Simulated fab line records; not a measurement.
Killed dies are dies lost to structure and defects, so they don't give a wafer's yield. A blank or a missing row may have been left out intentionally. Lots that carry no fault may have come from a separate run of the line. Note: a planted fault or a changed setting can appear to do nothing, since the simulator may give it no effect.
Struck lot and sound lot, side by side ; flow gf180mcu ; 14 steps out of a route of 602
Sound: the wafers L133.2, L133.3, L133.6. Wafers L146.1, L146.3, L146.4 were the ones struck. The cause is given at the end.
Each step with rows lists, per side, the tool, then ch with its chambers, then its first start. Under that, the readings that differ: sound wafers ; struck wafers ; difference of the means ; sigmas: that difference in standard deviations of wafers without a fault.
alike: readings whose means differ by less than 2 such deviations, and words and numbers that are the same on both sides. not compared: withheld readings, readings that some wafer has no value for, bounds like >300 that may hide the same value, and numbers for which the record gives no deviation and whose values overlap.
The two part at a step that has a row with sigmas, a row that says differs or no value, or rows on one side only. Non-overlapping numbers with no deviation appear without sigmas and do not part them. A reading missing from all wafers of one side parts the sides only when that side holds two or more wafers.

GF_TOP_METAL_METAL_ETCH_16: etches the open film in Cl2/BCl3, stops on SiO2, target depth 1197 nm, time 199.5 s.
  sound on rieMetal-03 ch 0,1, day 29 15:02; struck on rieMetal-04 ch 0,1, day 33 01:58
  alike: biasW, drypumpMotorCurrentA, oesProductAu, throttleValvePct
  not compared: rfHoursCounterH
GF_TOP_METAL_STRIP_17: strips in O2/N2.
  sound on plasmaAsher-01 ch 0,1, day 29 15:13; struck on plasmaAsher-03 ch 0,1, day 33 02:09
  alike: drypumpMotorCurrentA, heaterPowerW, oesProductAu, stripTimeToEndpointS
  not compared: rfHoursCounterH
then, 2 steps without rows for these wafers: GF_TOP_METAL_STRIP_18 (strips in post etch residue remover, time 1200 s); GF_TOP_METAL_CLEAN_19 (cleans in DIW).
GF_PASSIVATION_CVD_00: deposits SiO2 from TEOS, target thk 1000 nm, time 111.95 s.
  sound on pecvd-01 ch 0,1, day 29 15:46; struck on pecvd-01 ch 0,1,2, day 33 02:41
  alike: heaterPowerW
GF_PASSIVATION_THK_MEAS_01:
  sound on filmMetro-02 at day 29 15:51; struck on filmMetro-01 at day 33 02:46
  alike: PASSIVATION_CVD_00_THK
GF_PASSIVATION_CVD_02: deposits Si3N4, target thk 700 nm, time 486.18 s.
  sound on pecvd-02 ch 0, day 29 15:54; struck on pecvd-04 ch 0,2, day 33 02:49
  alike: heaterPowerW
GF_PASSIVATION_THK_MEAS_03:
  sound on filmMetro-03 at day 29 16:20; struck on filmMetro-03 at day 33 03:07
  alike: PASSIVATION_CVD_02_THK
then, 4 steps without rows for these wafers: GF_PASSIVATION_DEHYDRATE_04 (time 60 s); GF_PASSIVATION_HMDS_05 (prime time 60 s); GF_PASSIVATION_COAT_06 (resist thk 4000 nm); GF_PASSIVATION_SOFTBAKE_07.
GF_PASSIVATION_EXPOSE_08: exposes mask Pad, target cd 40000 nm.
  struck on ilineStepper-01, day 33 11:20; sound on ilineStepper-01 ch 0, day 30 01:48
  no value came back on the struck wafers for exposureDoseMJCm2, focusOffsetNm (nm); on the sound wafers exposureDoseMJCm2 reads 309.8 309.9 309.8
  alike: mask
after that, 1 step had no rows for these wafers: GF_PASSIVATION_PEB_09.

== WHERE THEY PART ==
Only at GF_PASSIVATION_EXPOSE_08, within this record.

WHY: whatever the simulator had introduced
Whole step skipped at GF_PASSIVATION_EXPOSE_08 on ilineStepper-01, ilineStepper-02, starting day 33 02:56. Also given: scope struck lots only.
